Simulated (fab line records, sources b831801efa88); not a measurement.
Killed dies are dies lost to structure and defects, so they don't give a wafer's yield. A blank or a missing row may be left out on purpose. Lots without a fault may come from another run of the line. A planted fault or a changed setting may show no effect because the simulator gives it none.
fab line records | flow gf180mcu | part 1 of 2: steps 1 to 26 of 36
record lots=5 wafers=15 last_day=32
route steps=602 shown M3@416 V3@429
lots that met no fault: from a run of the same line without faults
start_h: hours from the record's first day to the start of the lot's first wafer shown | wait_h: hours since the lot's step before | " the same as in the row above | L1.1+2: a row that stands for several wafers | - no value, or no start given | * or withheld: withheld | < > ~ a bound
route shown NAME@n: a module of which the file shows steps, and the number in the route of the first | usual: mean/standard deviation of fault-free wafers | same: alike in all rows | chamber/n: place in a boat | sites: the reading at each site | _std_site: their standard deviation | _edge_site: outer sites' mean less inner sites' | radius_mm: how far each site lies from the wafer's centre | mask NAME#n: copy n | behind: the tool/chamber that last shaped the wafer | hold: why the lot was held/for how many hours/how that ended | device: the transistor (n, p or np) that didn't switch | end of line: the same wafers' tests at the end of the route | a step without rows: its recipe alone | killed: dies lost to structure and defects at the first sort, not the wafer's yield | map: a wafer's dies, x killed, . not, _ none there
set.NAME: the setting as run; set.NAME@STEP: as run at that earlier step | model.NAME: the simulator's own value behind a step, which no gauge read
lots at some steps of the route; a table a step, a row a wafer
services: from which hour (start_h, from the record's first day; less than 0 if before it) a tool's chamber was out of use, for how many hours, and why
## steps
# step GF_M3_DEHYDRATE_07
# recipe temp_c=200 time_s=60
# usual chill_plate_temp_C=23.01/0.11
# columns lot.wafer tool chamber start_h wait_h chill_plate_temp_C
L074.1 litho_track-01 0 485.08 11.7 23.01
L074.2 " 0 " " 22.91
L074.6 " 0 " " 22.99
L076.3 litho_track-01 0 506.63 11.0 22.91
L076.4 " 0 " " 22.83
L076.5 " 0 " " 22.86
L081.1 litho_track-01 0 535.23 11.0 23.06
L081.2 " 0 " " 22.99
L081.5 " 0 " " 23.07
L083.2 litho_track-02 0 553.83 10.5 23.12
L083.4 " 0 " " 23.14
L083.5 " 0 " " 23.04
L089.3 litho_track-02 0 600.30 9.6 22.94
L089.4 " 0 " " 22.95
L089.6 " 0 " " 22.86
# step GF_M3_HMDS_08
# recipe prime_time_s=60 prime_temp_c=120
# usual chill_plate_temp_C=22.99/0.11
# columns lot.wafer tool chamber start_h wait_h chill_plate_temp_C
L074.1 litho_track-01 0 485.23 0.1 23.04
L074.2 " 0 " " 22.87
L074.6 " 0 " " 22.83
L076.3 litho_track-01 0 506.78 0.1 22.92
L076.4 " 0 " " 22.89
L076.5 " 0 " " 23.04
L081.1 litho_track-01 0 535.38 0.1 22.83
L081.2 " 0 " " 22.98
L081.5 " 0 " " 23.21
L083.2 litho_track-02 0 553.98 0.1 23.18
L083.4 " 0 " " 23.05
L083.5 " 0 " " 23.06
L089.3 litho_track-02 0 600.45 0.1 23.01
L089.4 " 0 " " 22.82
L089.6 " 0 " " 23.15
# step GF_M3_COAT_09
# recipe resist=KrF spin_rpm=withheld resist_thk_nm=1000
# usual chill_plate_temp_C=22.99/0.1
# columns lot.wafer tool chamber start_h wait_h chill_plate_temp_C
L074.1 litho_track-01 0 485.38 0.1 23.11
L074.2 " 0 " " 22.89
L074.6 " 0 " " 23.00
L076.3 litho_track-01 0 506.93 0.1 23.19
L076.4 " 0 " " 23.02
L076.5 " 0 " " 23.18
L081.1 litho_track-01 0 535.53 0.1 22.87
L081.2 " 0 " " 22.88
L081.5 " 0 " " 22.90
L083.2 litho_track-02 0 554.13 0.1 23.03
L083.4 " 0 " " 22.77
L083.5 " 0 " " 22.98
L089.3 litho_track-02 0 600.60 0.1 22.95
L089.4 " 0 " " 23.18
L089.6 " 0 " " 23.01
# step GF_M3_SOFTBAKE_10
# recipe temp_c=130 time_s=60 resist=KrF
# usual chill_plate_temp_C=22.99/0.12
# columns lot.wafer tool chamber start_h wait_h chill_plate_temp_C
L074.1 litho_track-01 0 485.53 0.1 22.78
L074.2 " 0 " " 22.78
L074.6 " 0 " " 22.84
L076.3 litho_track-01 0 507.08 0.1 23.01
L076.4 " 0 " " 22.93
L076.5 " 0 " " 22.90
L081.1 litho_track-01 0 535.68 0.1 23.04
L081.2 " 0 " " 22.84
L081.5 " 0 " " 23.02
L083.2 litho_track-02 0 554.28 0.1 22.91
L083.4 " 0 " " 23.02
L083.5 " 0 " " 22.96
L089.3 litho_track-02 0 600.75 0.1 22.90
L089.4 " 0 " " 23.18
L089.6 " 0 " " 23.01
# step GF_M3_EXPOSE_11
# recipe mask_id=Metal3 target_cd_nm=280 na=0.68 source_shape=conventional sigma_outer=0.6 dose_mj=28
# usual exposure_dose_mJ_cm2=27.974/0.029 focus_offset_nm=0.0/0.6
# columns lot.wafer tool chamber start_h wait_h mask exposure_dose_mJ_cm2 focus_offset_nm
L074.1 krf_scanner-02 0 - - Metal3#0 27.996 -0.3
L074.2 " 0 " " Metal3#0 27.989 0.2
L074.6 " 0 " " Metal3#0 28.001 -0.4
L076.3 krf_scanner-01 0 - - Metal3#0 27.966 0.0
L076.4 " 0 " " Metal3#0 27.953 -0.2
L076.5 " 0 " " Metal3#0 27.963 -0.5
L081.1 krf_scanner-02 0 - - Metal3#0 27.954 0.4
L081.2 " 0 " " Metal3#0 27.979 -1.0
L081.5 " 0 " " Metal3#0 27.980 -0.5
L083.2 krf_scanner-01 0 - - Metal3#0 27.949 -0.1
L083.4 " 0 " " Metal3#0 27.920 0.8
L083.5 " 0 " " Metal3#0 27.926 0.3
L089.3 krf_scanner-01 0 - - Metal3#0 27.945 0.1
L089.4 " 0 " " Metal3#0 27.951 -0.1
L089.6 " 0 " " Metal3#0 27.963 -0.8
# step GF_M3_PEB_12
# recipe peb_temp_c=135 peb_time_s=90 resist=KrF
# usual chill_plate_temp_C=23.00/0.096
# columns lot.wafer tool chamber start_h wait_h chill_plate_temp_C
L074.1 litho_track-02 0 - - 23.09
L074.2 " 0 " " 23.11
L074.6 " 0 " " 23.00
L076.3 litho_track-04 0 - - 23.16
L076.4 " 0 " " 23.00
L076.5 " 0 " " 23.03
L081.1 litho_track-04 0 - - 22.85
L081.2 " 0 " " 22.95
L081.5 " 0 " " 22.99
L083.2 litho_track-04 0 - - 22.81
L083.4 " 0 " " 22.88
L083.5 " 0 " " 22.99
L089.3 litho_track-01 0 - - 23.18
L089.4 " 0 " " 23.13
L089.6 " 0 " " 23.02
# step GF_M3_DEVELOP_13
# recipe develop_time_s=60 dev_temp_c=21
# usual chill_plate_temp_C=23.00/0.12
# columns lot.wafer tool chamber start_h wait_h chill_plate_temp_C
L074.1 litho_track-02 0 497.35 0.2 23.20
L074.2 " 0 " " 23.06
L074.6 " 0 " " 23.25
L076.3 litho_track-04 0 518.42 0.1 23.08
L076.4 " 0 " " 23.04
L076.5 " 0 " " 23.05
L081.1 litho_track-04 0 546.72 0.2 22.97
L081.2 " 0 " " 22.71
L081.5 " 0 " " 22.88
L083.2 litho_track-04 0 565.09 0.2 23.12
L083.4 " 0 " " 23.13
L083.5 " 0 " " 23.01
L089.3 litho_track-01 0 611.43 0.1 22.89
L089.4 " 0 " " 22.78
L089.6 " 0 " " 22.86
# step GF_M3_CD_MEAS_14
# recipe target_cd_nm=280
# usual cd_nm=280.1/1.4
# columns lot.wafer tool chamber start_h wait_h cd_nm
L074.1 cd_sem-01 - 497.50 0.1 282.4
L074.2 " - " " 280.3
L074.6 " - " " 280.5
L076.3 cd_sem-02 - 518.56 0.1 280.5
L076.4 " - " " 281.2
L076.5 " - " " 279.1
L081.1 cd_sem-02 - 546.87 0.1 280.2
L081.2 " - " " 279.7
L081.5 " - " " 280.5
L083.2 cd_sem-01 - 565.24 0.1 277.2
L083.4 " - " " 277.5
L083.5 " - " " 277.2
L089.3 cd_sem-02 - 611.57 0.1 280.7
L089.4 " - " " 280.1
L089.6 " - " " 279.0
# step GF_M3_OVL_MEAS_15
# usual M3_OVL=2/6
# columns lot.wafer tool chamber start_h wait_h M3_OVL[nm]
L074.1 overlay-01 - 497.62 0.1 6
L074.2 " - " " 4
L074.6 " - " " 8
L076.3 overlay-01 - 518.65 0.1 3
L076.4 " - " " 4
L076.5 " - " " 1
L081.1 overlay-02 - 546.99 0.1 -6
L081.2 " - " " 6
L081.5 " - " " 3
L083.2 overlay-02 - 565.34 0.1 9
L083.4 " - " " 5
L083.5 " - " " -4
L089.3 overlay-02 - 611.66 0.1 -5
L089.4 " - " " -5
L089.6 " - " " -5
# step GF_M3_METAL_ETCH_16
# recipe chemistry=Cl2/BCl3 mask_material=KrF target_depth_nm=627.5 stop_on=SiO2 pressure_mtorr=8 icp_w=800 bias_w=140 Cl2_flow_sccm=80 bcl3_flow_sccm=40 time_s=104.6
# usual drypump_motor_current_A=5.35/0.24 oes_product_au=0.973/0.0059 throttle_valve_pct=28.249/0.0096
# columns lot.wafer tool chamber start_h wait_h drypump_motor_current_A oes_product_au rf_hours_counter_h throttle_valve_pct
L074.1 rie_metal-02 0 497.66 0.0 5.31 0.971 7 28.258
L074.2 " 1 " " 5.77 0.968 12 28.253
L074.6 " 0 " " 5.31 0.971 - 28.237
L076.3 rie_metal-02 0 518.75 0.1 5.32 0.976 - 28.240
L076.4 " 0 " " 5.32 0.975 - 28.238
L076.5 " 0 " " 5.32 0.973 - 28.257
L081.1 rie_metal-01 1 547.02 0.0 5.07 0.972 13 28.262
L081.2 " 0 " " 5.42 0.971 5 28.247
L081.5 " 0 " " 5.43 0.980 - 28.237
L083.2 rie_metal-01 0 565.41 0.1 5.39 0.970 - 28.240
L083.4 " 0 " " 5.37 0.982 - 28.247
L083.5 " 0 " " 5.41 0.980 - 28.243
L089.3 rie_metal-01 1 611.72 0.1 5.08 0.977 - 28.247
L089.4 " 0 " " 5.38 0.978 - 28.243
L089.6 " 0 " " 5.41 0.980 - 28.249
# step GF_M3_STRIP_17
# recipe chemistry=O2/N2 power_w=1400 pressure_mtorr=1500 platen_temp_c=250 o2_flow_sccm=3000 n2_flow_sccm=300 overash_fraction=0.5
# usual drypump_motor_current_A=5.6/0.48 heater_power_w=358/47 oes_product_au=0.558/0.0051 strip_time_to_endpoint_s=7.88/0.044
# columns lot.wafer tool chamber start_h wait_h drypump_motor_current_A heater_power_w oes_product_au rf_hours_counter_h strip_time_to_endpoint_s
L074.1 plasma_asher-03 0 497.77 0.1 5.5 291 0.551 7 7.80
L074.2 " 1 " " 6.1 417 0.560 7 7.90
L074.6 " 0 " " 5.5 297 0.558 - 7.84
L076.3 plasma_asher-03 0 518.93 0.1 5.5 291 0.561 - 7.85
L076.4 " 1 " " 6.1 417 0.555 - 7.90
L076.5 " 0 " " 5.4 288 0.549 - 7.84
L081.1 plasma_asher-04 0 547.14 0.1 5.4 415 0.559 43 7.91
L081.2 " 1 " " 6.2 348 0.551 43 7.82
L081.5 " 0 " " 5.4 420 0.559 - 7.88
L083.2 plasma_asher-04 1 565.60 0.1 6.2 358 0.555 45 7.86
L083.4 " 0 " " 5.4 412 0.558 - 7.83
L083.5 " 1 " " 6.2 351 0.551 - 7.81
L089.3 plasma_asher-04 0 611.83 0.1 5.4 422 0.556 - 7.96
L089.4 " 1 " " 6.2 352 0.545 - 7.86
L089.6 " 0 " " 5.4 413 0.557 - 7.84
# step GF_M3_STRIP_18
# recipe chemistry=post_etch_residue_remover time_s=1200 temp_c=72.5
# columns lot.wafer tool chamber start_h wait_h
L074.1+2+6 wet_bench-02 0 497.87 0.1
L076.3+4+5 wet_bench-03 2 519.00 0.0
L081.1+2+5 wet_bench-03 0 547.24 0.1
L083.2+4+5 wet_bench-04 3 565.70 0.1
L089.3+4+6 wet_bench-03 1 611.90 0.0
# step GF_M3_CLEAN_19
# recipe chemistry=DIW dry=n2_spin
# columns lot.wafer tool chamber start_h wait_h
L074.1+2+6 wet_bench-03 2 498.21 0.0
L076.3+4+5 wet_bench-03 3 519.34 0.0
L081.1+2+5 wet_bench-02 1 547.58 0.0
L083.2+4+5 wet_bench-02 0 566.07 0.0
L089.3+4+6 wet_bench-04 2 612.24 0.0
# step GF_V3_CVD_00
# recipe material=SiO2 target_thk_nm=600 sigma_open_frac=0.3 temp_c=400 time_s=100 sih4_flow_sccm=60 pressure_mtorr=6
# columns lot.wafer tool chamber start_h wait_h
L074.1+2+6 hdpcvd-02 1,2,2 498.30 0.0
L076.3+4+5 hdpcvd-01 2,1,0 519.43 0.0
L081.1+2+5 hdpcvd-02 2,0,0 547.70 0.0
L083.2+4+5 hdpcvd-02 2,2,1 566.17 0.0
L089.3+4+6 hdpcvd-01 0,0,1 612.33 0.0
# step GF_V3_THK_MEAS_01
# recipe reads=SiO2_of_V3_CVD_00
# usual V3_CVD_00_THK=601/7.3
# columns lot.wafer tool chamber start_h wait_h V3_CVD_00_THK[nm]
L074.1 film_metro-03 - 498.38 0.0 610
L074.2 " - " " 598
L074.6 " - " " 594
L076.3 film_metro-04 - 519.52 0.1 588
L076.4 " - " " 596
L076.5 " - " " 579
L081.1 film_metro-03 - 547.77 0.0 597
L081.2 " - " " 605
L081.5 " - " " 606
L083.2 film_metro-04 - 566.25 0.0 604
L083.4 " - " " 603
L083.5 " - " " 604
L089.3 film_metro-01 - 612.42 0.1 601
L089.4 " - " " 606
L089.6 " - " " 598
# step GF_V3_CVD_02
# recipe material=SiO2 target_thk_nm=850 precursor=TEOS temp_c=400 time_s=94.851 rf_w=600
# usual heater_power_outer_w=370/57 heater_power_w=635/80
# columns lot.wafer tool chamber start_h wait_h heater_power_outer_w heater_power_w
L074.1 pecvd-03 0 498.44 0.1 356 581
L074.2 " 1 " " 382 648
L074.6 " 2 " " 448 760
L076.3 pecvd-02 1 519.56 0.0 382 635
L076.4 " 1 " " 415 689
L076.5 " 2 " " 279 483
L081.1 pecvd-04 1 547.83 0.1 257 509
L081.2 " 2 " " 428 718
L081.5 " 1 " " 297 559
L083.2 pecvd-03 0 566.30 0.0 352 575
L083.4 " 2 " " 421 724
L083.5 " 0 " " 270 454
L089.3 pecvd-04 1 612.46 0.0 259 507
L089.4 " 0 " " 342 604
L089.6 " 1 " " 294 560
# step GF_V3_THK_MEAS_03
# recipe reads=SiO2_of_V3_CVD_02
# usual V3_CVD_02_THK=848/13
# columns lot.wafer tool chamber start_h wait_h V3_CVD_02_THK[nm]
L074.1 film_metro-01 - 498.51 0.0 846
L074.2 " - " " 835
L074.6 " - " " 849
L076.3 film_metro-01 - 519.65 0.1 849
L076.4 " - " " 853
L076.5 " - " " 873
L081.1 film_metro-04 - 547.90 0.0 854
L081.2 " - " " 843
L081.5 " - " " 853
L083.2 film_metro-03 - 566.38 0.0 857
L083.4 " - " " 856
L083.5 " - " " 881
L089.3 film_metro-01 - 612.55 0.1 816
L089.4 " - " " 838
L089.6 " - " " 843
# step GF_V3_CMP_04
# recipe material=SiO2 down_force_psi=4 platen_rpm=60 pad_velocity_m_s=0.94248
# usual motor_current_A=10.5/1.5 time_to_endpoint_s=82/5.8
# columns lot.wafer tool chamber start_h wait_h motor_current_A time_to_endpoint_s
L074.2 cmp-02 2 498.62 0.1 8.8 80
L074.1 " 0 " " 10.7 80
L074.6 " 2 " " 8.8 82
L076.4 cmp-01 3 519.69 0.0 12.6 84
L076.3 " 0 " " 9.6 87
L076.5 " 3 " " 12.0 91
L081.1 cmp-02 0 548.01 0.1 10.0 83
L081.2 " 2 " " 9.0 84
L081.5 " 0 " " 10.7 85
L083.2 cmp-01 3 566.48 0.1 12.0 81
L083.4 " 0 " " 9.6 85
L083.5 " 2 " " 8.3 93
L089.4 cmp-01 0 612.59 0.0 9.5 81
L089.3 " 3 " " 12.5 69
L089.6 " 1 " " 11.9 79
# step GF_V3_BOW_MEAS_05
# recipe mode=bow
# usual V3_BOW=114/8.6
# columns lot.wafer tool chamber start_h wait_h V3_BOW[um]
L074.1 film_metro-04 - 498.89 0.1 104
L074.2 " - " " 102
L074.6 " - " " 112
L076.3 film_metro-01 - 520.03 0.2 117
L076.4 " - " " 116
L076.5 " - " " 123
L081.1 film_metro-04 - 548.26 0.2 126
L081.2 " - " " 118
L081.5 " - " " 113
L083.2 film_metro-04 - 566.75 0.2 118
L083.4 " - " " 115
L083.5 " - " " 111
L089.3 film_metro-03 - 612.93 0.1 117
L089.4 " - " " 123
L089.6 " - " " 118
# step GF_V3_DEHYDRATE_06
# recipe temp_c=200 time_s=60
# usual chill_plate_temp_C=23.00/0.1
# columns lot.wafer tool chamber start_h wait_h chill_plate_temp_C
L074.1 litho_track-03 0 509.88 11.0 23.14
L074.2 " 0 " " 23.06
L074.6 " 0 " " 22.93
L076.3 litho_track-03 0 530.63 10.6 23.04
L076.4 " 0 " " 22.95
L076.5 " 0 " " 22.92
L081.1 litho_track-04 0 559.12 10.8 22.89
L081.2 " 0 " " 22.94
L081.5 " 0 " " 22.93
L083.2 litho_track-04 0 576.64 9.9 22.79
L083.4 " 0 " " 23.03
L083.5 " 0 " " 23.10
L089.3 litho_track-04 0 622.62 9.7 22.80
L089.4 " 0 " " 22.79
L089.6 " 0 " " 22.80
# step GF_V3_HMDS_07
# recipe prime_time_s=60 prime_temp_c=120
# usual chill_plate_temp_C=23.02/0.096
# columns lot.wafer tool chamber start_h wait_h chill_plate_temp_C
L074.1 litho_track-03 0 510.03 0.1 23.00
L074.2 " 0 " " 23.03
L074.6 " 0 " " 23.13
L076.3 litho_track-03 0 530.78 0.1 23.03
L076.4 " 0 " " 23.20
L076.5 " 0 " " 23.12
L081.1 litho_track-04 0 559.27 0.1 23.15
L081.2 " 0 " " 22.93
L081.5 " 0 " " 23.01
L083.2 litho_track-04 0 576.79 0.1 22.96
L083.4 " 0 " " 22.94
L083.5 " 0 " " 23.10
L089.3 litho_track-04 0 622.77 0.1 22.91
L089.4 " 0 " " 22.90
L089.6 " 0 " " 22.98
# step GF_V3_COAT_08
# recipe resist=BARC temp_c=withheld time_s=withheld spin_rpm=withheld resist_thk_nm=withheld
# usual chill_plate_temp_C=*
# columns lot.wafer tool chamber start_h wait_h chill_plate_temp_C
L074.1 litho_track-03 0 510.18 0.1 *
L074.2 " 0 " " *
L074.6 " 0 " " *
L076.3 litho_track-03 0 530.93 0.1 *
L076.4 " 0 " " *
L076.5 " 0 " " *
L081.1 litho_track-04 0 559.42 0.1 *
L081.2 " 0 " " *
L081.5 " 0 " " *
L083.2 litho_track-04 0 576.94 0.1 *
L083.4 " 0 " " *
L083.5 " 0 " " *
L089.3 litho_track-04 0 622.92 0.1 *
L089.4 " 0 " " *
L089.6 " 0 " " *
# step GF_V3_COAT_09
# recipe resist=KrF spin_rpm=withheld resist_thk_nm=1000
# usual chill_plate_temp_C=23.00/0.098
# columns lot.wafer tool chamber start_h wait_h chill_plate_temp_C
L074.1 litho_track-03 0 - - 23.08
L074.2 " 0 " " 23.06
L074.6 " 0 " " 23.01
L076.3 litho_track-03 0 - - 23.14
L076.4 " 0 " " 23.16
L076.5 " 0 " " 23.15
L081.1 litho_track-04 0 - - 22.90
L081.2 " 0 " " 23.03
L081.5 " 0 " " 22.94
L083.2 litho_track-04 0 - - 23.03
L083.4 " 0 " " 23.06
L083.5 " 0 " " 22.96
L089.3 litho_track-04 0 - - 22.94
L089.4 " 0 " " 22.84
L089.6 " 0 " " 22.94
# step GF_V3_SOFTBAKE_10
# recipe temp_c=130 time_s=60 resist=KrF
# usual chill_plate_temp_C=23.00/0.1
# columns lot.wafer tool chamber start_h wait_h chill_plate_temp_C
L074.1 litho_track-03 0 - - 22.89
L074.2 " 0 " " 22.93
L074.6 " 0 " " 23.10
L076.3 litho_track-03 0 - - 23.01
L076.4 " 0 " " 23.03
L076.5 " 0 " " 23.10
L081.1 litho_track-04 0 - - 22.92
L081.2 " 0 " " 23.04
L081.5 " 0 " " 22.93
L083.2 litho_track-04 0 - - 22.89
L083.4 " 0 " " 23.08
L083.5 " 0 " " 22.84
L089.3 litho_track-04 0 - - 22.86
L089.4 " 0 " " 22.89
L089.6 " 0 " " 22.99
# step GF_V3_EXPOSE_11
# recipe mask_id=Via3 target_cd_nm=260 na=0.68 source_shape=conventional sigma_outer=0.6 dose_mj=38
# usual exposure_dose_mJ_cm2=37.96/0.037 focus_offset_nm=0.0/0.51
# columns lot.wafer tool chamber start_h wait_h mask exposure_dose_mJ_cm2 focus_offset_nm
L074.1 krf_scanner-02 0 - - Via3#0 37.99 0.8
L074.2 " 0 " " Via3#0 37.95 -1.5
L074.6 " 0 " " Via3#0 37.98 -0.1
L076.3 krf_scanner-02 0 - - Via3#0 37.90 -0.3
L076.4 " 0 " " Via3#0 37.92 0.3
L076.5 " 0 " " Via3#0 37.97 -0.6
L081.1 krf_scanner-02 0 - - Via3#0 37.99 0.2
L081.2 " 0 " " Via3#0 37.96 -0.1
L081.5 " 0 " " Via3#0 37.98 -0.7
L083.2 krf_scanner-02 0 - - Via3#0 38.02 0.3
L083.4 " 0 " " Via3#0 37.90 -0.7
L083.5 " 0 " " Via3#0 37.90 -0.4
L089.3 krf_scanner-01 0 - - Via3#0 37.96 -0.5
L089.4 " 0 " " Via3#0 38.02 -0.3
L089.6 " 0 " " Via3#0 37.99 -0.1
# step GF_V3_PEB_12
# recipe peb_temp_c=135 peb_time_s=90 resist=KrF
# usual chill_plate_temp_C=22.99/0.11
# columns lot.wafer tool chamber start_h wait_h chill_plate_temp_C
L074.1 litho_track-04 0 - - 22.84
L074.2 " 0 " " 22.88
L074.6 " 0 " " 22.94
L076.3 litho_track-03 0 - - 22.90
L076.4 " 0 " " 23.02
L076.5 " 0 " " 23.13
L081.1 litho_track-03 0 - - 23.05
L081.2 " 0 " " 23.15
L081.5 " 0 " " 23.11
L083.2 litho_track-04 0 - - 22.82
L083.4 " 0 " " 22.92
L083.5 " 0 " " 22.98
L089.3 litho_track-02 0 - - 23.01
L089.4 " 0 " " 23.08
L089.6 " 0 " " 23.16
